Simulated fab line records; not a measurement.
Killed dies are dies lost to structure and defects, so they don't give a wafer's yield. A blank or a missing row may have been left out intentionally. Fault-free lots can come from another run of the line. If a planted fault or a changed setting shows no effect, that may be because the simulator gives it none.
fab line records	flow sky130
[record] lots = 11	wafers = 33	lastDay = 50
route steps=708 shown SPACER@306 POLY_CUT@317 SD_N@356 SD_P@359 LI_CONTACT@383 PAD_OPEN@708
lots that met no fault: from a run of the same line without faults
startH: hours from the record's first day to the start of the lot's first wafer shown	waitH: time in hours since the lot's previous step	" the same as in the row above	L1.1+2: one row covering several wafers at once	- no value, or no start given	* or withheld: withheld	< > ~ a bound
route shown NAME@n: a module of which the file shows steps, and the number in the route of the first	usual: mean and standard deviation over wafers with no fault	same: alike in all rows	chamber/n: place in a boat	sites: the reading at each site	_std_site: the values' standard deviation	_edge_site: inner sites' mean taken away from outer sites' mean	radiusMm: for every site, how far away it sits from the centre of the wafer	mask NAME#n: copy n	behind: tool/chamber where the wafer was last shaped	hold: the reason the lot was held/the length of the hold in hours/how it ended	device: whichever transistor did not switch (one of n, p or np)	end of line: at the end of the route, the tests of the same wafers	a step given without rows: its recipe and nothing more	killed: at the first sort, the dies lost to defects and structure; wafer yield is something else	map: per-die view of a wafer (x killed, . not killed, _ where there is no die)
set.NAME: the setting as run; set.NAME@STEP: as run at that earlier step	model.NAME: the simulator's own value behind a step, which no gauge read
the route's steps for a sample of lots (tables are steps, rows are wafers)
services: from which hour (startH, from the record's first day; less than 0 if before it) a tool's chamber was out of use, for how many hours, and why
[[steps]]
[step SKY_SPACER_ETCHBACK_02]
[recipe] chemistry = CH3F/O2	target = Si3N4	stopOn = SiO2	sourceW = 400	biasW = 80	pressureMtorr = 25	ch3fFlowSccm = 40	O2_flow_sccm = 30	timeS = 46.7	targetDepthA = 450
[usual] drypumpMotorCurrentA = 5.8/0.31	oesProductAu = 0.855/0.0066	throttleValvePct = 10.563/0.0089
lot.wafer	tool	chamber	startH	waitH	drypumpMotorCurrentA	oesProductAu	rfHoursCounterH	throttleValvePct
L811.3	rieDiel-04	0	519.31	0.0	5.7	0.842	0	10.560
L811.5	"	1	"	"	5.7	0.841	-	10.567
L811.6	"	0	"	"	5.7	0.855	-	10.565
L812.3	rieDiel-01	1	526.59	0.0	5.7	0.863	7	10.567
L812.5	"	2	"	"	5.6	0.868	-	10.551
L812.6	"	3	"	"	5.7	0.862	-	10.556
L813.2	rieDiel-01	2	531.29	0.0	5.6	0.858	10	10.540
L813.4	"	1	"	"	5.7	0.848	7	10.567
L813.6	"	2	"	"	5.7	0.849	-	10.576
L814.1	rieDiel-04	1	544.15	0.1	5.7	0.849	14	10.547
L814.4	"	0	"	"	5.7	0.858	1	10.564
L814.5	"	0	"	"	5.7	0.854	-	10.565
L815.1	rieDiel-01	1	552.99	0.1	5.6	0.854	8	10.554
L815.4	"	2	"	"	5.7	0.861	10	10.575
L815.5	"	2	"	"	5.6	0.854	-	10.555
L816.2	rieDiel-02	3	569.87	0.0	5.0	0.848	11	10.561
L816.5	"	2	"	"	5.7	0.846	-	10.570
L816.6	"	1	"	"	6.3	0.859	-	10.560
L825.1	rieDiel-01	0	639.74	0.1	6.4	0.845	5	10.554
L825.3	"	2	"	"	5.6	0.852	12	10.577
L825.4	"	1	"	"	5.7	0.850	9	10.554
L826.1	rieDiel-02	2	651.00	0.1	5.7	0.847	9	10.564
L826.4	"	3	"	"	5.0	0.844	14	10.565
L826.5	"	2	"	"	5.7	0.849	-	10.571
L831.3	rieDiel-02	0	726.61	0.0	5.5	0.850	20	10.564
L831.4	"	3	"	"	5.0	0.855	15	10.559
L831.6	"	3	"	"	5.0	0.846	-	10.565
L832.1	rieDiel-01	3	727.90	0.1	5.6	0.870	42	10.561
L832.3	"	1	"	"	5.7	0.857	11	10.573
L832.6	"	2	"	"	5.6	0.858	-	10.561
L833.2	rieDiel-01	0	734.61	0.0	6.4	0.861	7	10.556
L833.3	"	1	"	"	5.7	0.857	11	10.566
L833.4	"	3	"	"	5.7	0.855	42	10.564
[step SKY_POLY_CUT_ETCH_10]
[recipe] chemistry = N2/H2	target = BARC	ionEnergyEv = 200	sourceW = 516.5	biasW = 100	pressureMtorr = 30	n2FlowSccm = 100	h2FlowSccm = 200	stopOn = SiO2	timeS = 45.9	targetDepthA = 600
[usual] drypumpMotorCurrentA = 5.82/0.24	oesProductAu = 0.855/0.0043	throttleValvePct = 13.225/0.0082
lot.wafer	tool	chamber	startH	waitH	drypumpMotorCurrentA	oesProductAu	rfHoursCounterH	throttleValvePct
L811.3	rieDiel-04	3	548.99	0.0	5.54	0.856	10	13.213
L811.5	"	2	"	"	6.01	0.861	-	13.227
L811.6	"	1	"	"	5.72	0.858	-	13.223
L812.3	rieDiel-04	0	556.88	0.0	5.78	0.858	1	13.218
L812.5	"	2	"	"	6.01	0.854	-	13.233
L812.6	"	1	"	"	5.69	0.861	-	13.225
L813.2	rieDiel-01	2	560.88	0.0	5.66	0.859	11	13.223
L813.4	"	3	"	"	5.64	0.854	39	13.217
L813.6	"	2	"	"	5.67	0.855	-	13.221
L814.1	rieDiel-04	1	573.94	0.0	5.70	0.859	14	13.218
L814.4	"	2	"	"	6.00	0.853	10	13.227
L814.5	"	3	"	"	5.54	0.854	-	13.235
L815.1	rieDiel-04	0	582.84	0.0	5.74	0.851	2	13.221
L815.4	"	2	"	"	6.00	0.861	10	13.233
L815.5	"	1	"	"	5.73	0.856	-	13.221
L816.2	rieDiel-03	2	599.93	0.0	5.76	0.856	10	13.224
L816.5	"	2	"	"	5.75	0.855	-	13.240
L816.6	"	3	"	"	5.80	0.853	-	13.225
L825.1	rieDiel-03	2	668.38	0.0	5.76	0.858	12	13.227
L825.3	"	0	"	"	5.69	0.852	3	13.206
L825.4	"	1	"	"	6.36	0.859	7	13.208
L826.1	rieDiel-04	3	679.79	0.0	5.54	0.853	13	13.226
L826.4	"	0	"	"	5.74	0.854	3	13.227
L826.5	"	2	"	"	6.01	0.855	-	13.227
L831.3	rieDiel-04	3	753.93	0.0	5.54	0.852	13	13.214
L831.4	"	1	"	"	5.70	0.854	18	13.212
L831.6	"	1	"	"	5.72	0.856	-	13.234
L832.1	rieDiel-01	2	755.29	0.0	5.65	0.854	14	13.202
L832.3	"	1	"	"	5.69	0.860	11	13.225
L832.6	"	0	"	"	6.33	0.852	-	13.217
L833.2	rieDiel-03	1	761.89	0.0	6.36	0.856	10	13.227
L833.3	"	3	"	"	5.76	0.851	6	13.217
L833.4	"	2	"	"	5.73	0.860	14	13.232
[step SKY_SD_N_RTA_14]
[recipe] tempC = 1075	timeS = 2	idleTempC = 650	rampUpCPerS = 150	rampDownCPerS = 90	ambient = N2
[usual] lampPowerPct = 15.73/0.054	wafer_temp_C_max = 1078.1/1.3
lot.wafer	tool	chamber	startH	waitH	lampPowerPct	wafer_temp_C_max
L811.3	rtpAnneal-02	0	639.93	0.0	15.66	1078.6
L811.5	"	0	"	"	15.69	1077.6
L811.6	"	0	"	"	15.76	1079.2
L812.3	rtpAnneal-01	0	646.29	0.0	15.65	1076.5
L812.5	"	0	"	"	15.76	1077.1
L812.6	"	0	"	"	15.80	1077.8
L813.2	rtpAnneal-02	0	649.08	0.0	15.77	1078.9
L813.4	"	0	"	"	15.64	1077.6
L813.6	"	0	"	"	15.67	1078.9
L814.1	rtpAnneal-01	0	662.17	0.0	15.76	1079.9
L814.4	"	0	"	"	15.73	1078.9
L814.5	"	0	"	"	15.67	1077.9
L815.1	rtpAnneal-02	0	670.20	0.0	15.79	1079.2
L815.4	"	0	"	"	15.67	1077.2
L815.5	"	0	"	"	15.70	1076.9
L816.2	rtpAnneal-01	0	686.16	0.0	15.68	1078.7
L816.5	"	0	"	"	15.73	1079.3
L816.6	"	0	"	"	15.65	1080.8
L825.1	rtpAnneal-01	0	752.52	0.0	15.17	1079.7
L825.3	"	0	"	"	15.28	1078.2
L825.4	"	0	"	"	15.18	1077.9
L826.1	rtpAnneal-01	0	763.77	0.0	15.21	1076.7
L826.4	"	0	"	"	15.22	1076.7
L826.5	"	0	"	"	15.30	1075.4
L831.3	rtpAnneal-02	0	834.77	0.0	15.73	1081.0
L831.4	"	0	"	"	15.77	1077.6
L831.6	"	0	"	"	15.79	1076.8
L832.1	rtpAnneal-02	0	835.55	0.0	15.78	1079.5
L832.3	"	0	"	"	15.76	1079.0
L832.6	"	0	"	"	15.73	1077.4
L833.2	rtpAnneal-02	0	841.79	0.0	15.69	1077.5
L833.3	"	0	"	"	15.71	1075.6
L833.4	"	0	"	"	15.75	1077.0
[step SKY_SD_N_RS_MEAS_16]
[recipe] thkMeasGauge = four-point-probe
[usual] SD_N_RS = 68.49/0.11
lot.wafer	tool	chamber	startH	waitH	SD_N_RS[ohm/sq]
L811.3	filmMetro-04	-	640.12	0.1	68.45
L811.5	"	-	"	"	68.42
L811.6	"	-	"	"	68.39
L812.3	filmMetro-02	-	646.49	0.1	68.52
L812.5	"	-	"	"	68.58
L812.6	"	-	"	"	68.62
L813.2	filmMetro-03	-	649.27	0.1	68.69
L813.4	"	-	"	"	68.59
L813.6	"	-	"	"	68.73
L814.1	filmMetro-04	-	662.34	0.1	68.46
L814.4	"	-	"	"	68.53
L814.5	"	-	"	"	68.41
L815.1	filmMetro-04	-	670.38	0.1	68.71
L815.4	"	-	"	"	68.51
L815.5	"	-	"	"	68.45
L816.2	filmMetro-03	-	686.35	0.1	68.51
L816.5	"	-	"	"	68.39
L816.6	"	-	"	"	68.39
L825.1	filmMetro-04	-	752.70	0.1	70.50
L825.3	"	-	"	"	70.62
L825.4	"	-	"	"	70.55
L826.1	filmMetro-02	-	763.94	0.1	70.79
L826.4	"	-	"	"	70.73
L826.5	"	-	"	"	70.64
L831.3	filmMetro-02	-	834.97	0.1	68.68
L831.4	"	-	"	"	68.55
L831.6	"	-	"	"	68.45
L832.1	filmMetro-03	-	835.73	0.1	68.64
L832.3	"	-	"	"	68.59
L832.6	"	-	"	"	68.48
L833.2	filmMetro-03	-	842.02	0.1	68.46
L833.3	"	-	"	"	68.66
L833.4	"	-	"	"	68.56
[step SKY_SD_N_RS_MEAS_17]
[recipe] thkMeasGauge = four-point-probe
[usual] SD_P_RS = 148.2/0.36
lot.wafer	tool	chamber	startH	waitH	SD_P_RS[ohm/sq]
L811.3	filmMetro-04	-	640.24	0.1	148.1
L811.5	"	-	"	"	147.9
L811.6	"	-	"	"	148.0
L812.3	filmMetro-02	-	646.61	0.1	148.5
L812.5	"	-	"	"	148.5
L812.6	"	-	"	"	148.0
L813.2	filmMetro-03	-	649.39	0.1	148.6
L813.4	"	-	"	"	148.6
L813.6	"	-	"	"	149.0
L814.1	filmMetro-04	-	662.46	0.1	147.8
L814.4	"	-	"	"	148.0
L814.5	"	-	"	"	147.7
L815.1	filmMetro-04	-	670.50	0.1	148.4
L815.4	"	-	"	"	147.8
L815.5	"	-	"	"	147.8
L816.2	filmMetro-03	-	686.47	0.1	148.4
L816.5	"	-	"	"	147.7
L816.6	"	-	"	"	148.0
L825.1	filmMetro-04	-	752.82	0.1	160.6
L825.3	"	-	"	"	160.6
L825.4	"	-	"	"	160.3
L826.1	filmMetro-02	-	764.06	0.1	160.6
L826.4	"	-	"	"	160.8
L826.5	"	-	"	"	160.4
L831.3	filmMetro-02	-	835.09	0.1	148.6
L831.4	"	-	"	"	148.1
L831.6	"	-	"	"	148.7
L832.1	filmMetro-03	-	835.85	0.1	148.9
L832.3	"	-	"	"	148.6
L832.6	"	-	"	"	148.3
L833.2	filmMetro-03	-	842.14	0.1	148.0
L833.3	"	-	"	"	148.4
L833.4	"	-	"	"	148.3
[step SKY_LI_CONTACT_CVD_21]
[recipe] material = W	targetThkNm = 400	timeS = 120.56	tempC = 402.4	pressureTorr = 40
[usual] heaterPowerW = 874/94
lot.wafer	tool	chamber	startH	waitH	heaterPowerW
L811.3	cvdW-01	0	670.13	0.1	758
L811.5	"	1	"	"	907
L811.6	"	0	"	"	762
L812.3	cvdW-01	0	676.99	0.1	746
L812.5	"	0	"	"	719
L812.6	"	1	"	"	898
L813.2	cvdW-02	1	679.60	0.0	856
L813.4	"	1	"	"	842
L813.6	"	0	"	"	996
L814.1	cvdW-02	0	693.40	0.0	989
L814.4	"	1	"	"	856
L814.5	"	0	"	"	990
L815.1	cvdW-01	0	700.70	0.0	733
L815.4	"	1	"	"	897
L815.5	"	0	"	"	764
L816.2	cvdW-01	0	714.60	0.0	748
L816.5	"	1	"	"	903
L816.6	"	0	"	"	737
L825.1	cvdW-02	0	781.60	0.0	971
L825.3	"	1	"	"	843
L825.4	"	0	"	"	980
L826.1	cvdW-01	1	792.30	0.0	903
L826.4	"	1	"	"	908
L826.5	"	1	"	"	923
L831.3	cvdW-02	0	862.68	0.1	1014
L831.4	"	1	"	"	834
L831.6	"	1	"	"	821
L832.1	cvdW-02	0	863.79	0.0	1027
L832.3	"	0	"	"	1020
L832.6	"	1	"	"	864
L833.2	cvdW-02	1	870.14	0.0	863
L833.3	"	1	"	"	840
L833.4	"	0	"	"	1035
[step SKY_PAD_OPEN_PROBE_99]
[usual] killed_at_M0_to_M3 = 43/6.8	killed_at_M4_up = 3.2/1.9	killedAtContacts = 24/5	killedAtFrontEnd = 16/4.9	killedAtOther = 0.4/0.76	killedDies = 87/10	killedOpen = 47/7.3	killedShort = 39/6.2
[same] grossDies = 492	killedAtBackSide = 0
lot.wafer	tool	chamber	startH	waitH	killed_at_M0_to_M3	killed_at_M4_up	killedAtContacts	killedAtFrontEnd	killedAtOther	killedDies	killedOpen	killedShort
L816.2	prober-01	-	1102.55	0.1	42	4	33	23	0	102	41	61
L816.5	prober-01	-	1102.70	0.2	45	3	27	21	0	96	52	44
L816.6	prober-01	-	1102.75	0.2	42	8	26	14	0	90	49	40
L826.4	prober-01	-	1158.07	0.2	39	3	17	12	1	72	42	30
// killed by level:class
L816.2 VIA1:geometricParticle:open=9 METAL2:geometricParticle:short=9 FIELD_ISO:geometricParticle:short=8 CONTACT:geometricParticle:open=8 CONTACT:geometricParticle:short=7 LI_CONTACT:geometricParticle:short=7 LI_CONTACT:geometricParticle:open=7 METAL1:geometricParticle:short=6
L816.5 CONTACT:geometricParticle:open=12 VIA1:geometricParticle:open=11 FIELD_ISO:geometricParticle:short=8 VIA2:geometricParticle:open=8 METAL1:geometricParticle:short=7 FIELD_ISO:geometricParticle:open=6 METAL2:geometricParticle:short=5 CONTACT:geometricParticle:short=4
L816.6 VIA1:geometricParticle:open=15 CONTACT:geometricParticle:open=8 CONTACT:geometricParticle:short=7 METAL4:geometricParticle:short=7 METAL2:geometricParticle:short=6 VIA2:geometricParticle:open=6 LI_CONTACT:geometricParticle:open=5 VIA1:geometricParticle:short=3
L826.4 VIA1:geometricParticle:open=11 LI_CONTACT:geometricParticle:open=6 METAL1:geometricParticle:short=6 POLY_GATE:geometricParticle:open=5 VIA3:geometricParticle:open=5 LOCAL_INTERCONNECT:geometricParticle:short=4 CONTACT:geometricParticle:open=4 VIA2:geometricParticle:open=4
[[services]]
tool	chamber	startH	hours	kind
cvdW-01	-	513.41	6.9	pm
rieDiel-01	3	533.83	6.7	repair
rieDiel-02	1	541.07	3.3	repair
cvdW-01	-	545.02	0.4	repair
rieDiel-02	-	552.89	15.6	pm
cvdW-01	-	559.92	14.6	pm
rieDiel-02	0	571.97	3.5	repair
rieDiel-03	-	572.30	7.5	repair
rieDiel-01	3	579.04	7.0	repair
rieDiel-01	-	602.22	0.1	repair
rieDiel-04	0	662.13	2.4	repair
rieDiel-04	1	662.46	16.5	repair
rieDiel-04	3	683.86	40.2	repair
rieDiel-01	-	726.57	1.0	repair
rtpAnneal-02	-	734.99	64.9	pm
rieDiel-01	0	736.85	9.9	repair
rieDiel-01	2	742.44	2.6	repair
cvdW-02	-	753.79	2.3	repair
rieDiel-01	-	777.95	1.2	repair
rieDiel-04	3	785.62	1.3	repair
rieDiel-01	0	801.21	7.3	repair
cvdW-02	1	840.23	8.4	repair
rieDiel-04	2	851.65	6.2	repair
rieDiel-04	-	864.37	2.8	pm
[[key]]
[firstSign] step = SKY_SD_N_RTA_14	reading = lampPowerPct	direction = down	sigmas = 9.3	usual = 15.73	struck = 15.23
[effect] step = SKY_SD_N_RS_MEAS_16	reading = SD_N_RS	direction = up	sigmas = 20	usual = 68.49	struck = 70.64
[effect] step = SKY_SD_N_RS_MEAS_17	reading = SD_P_RS	direction = up	sigmas = 34	usual = 148.2	struck = 160.5
metAt SKY_SD_N_RTA_14
struckLots L825,L826
testerLeftOut L825,L826
notActingAt SKY_SPACER_ETCHBACK_02,SKY_POLY_CUT_ETCH_10,SKY_LI_CONTACT_CVD_21
onsetBetween 686.16 752.52
[fault] kind = processParameterDrift	tool = rtpAnneal-01	chamber = -	onsetH = 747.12	steps = SKY_SD_N_RTA_14	channel = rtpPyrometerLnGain	offset = 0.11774	shape = step	endH = 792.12
// testerLeftOut: of these lots the tester's yield and bins aren't shown, on N5 and GAA mostly nor the transistor test; their killed dies are dies lost to structure and defects alone, not to doping, threshold or leakage, so they don't give the yield
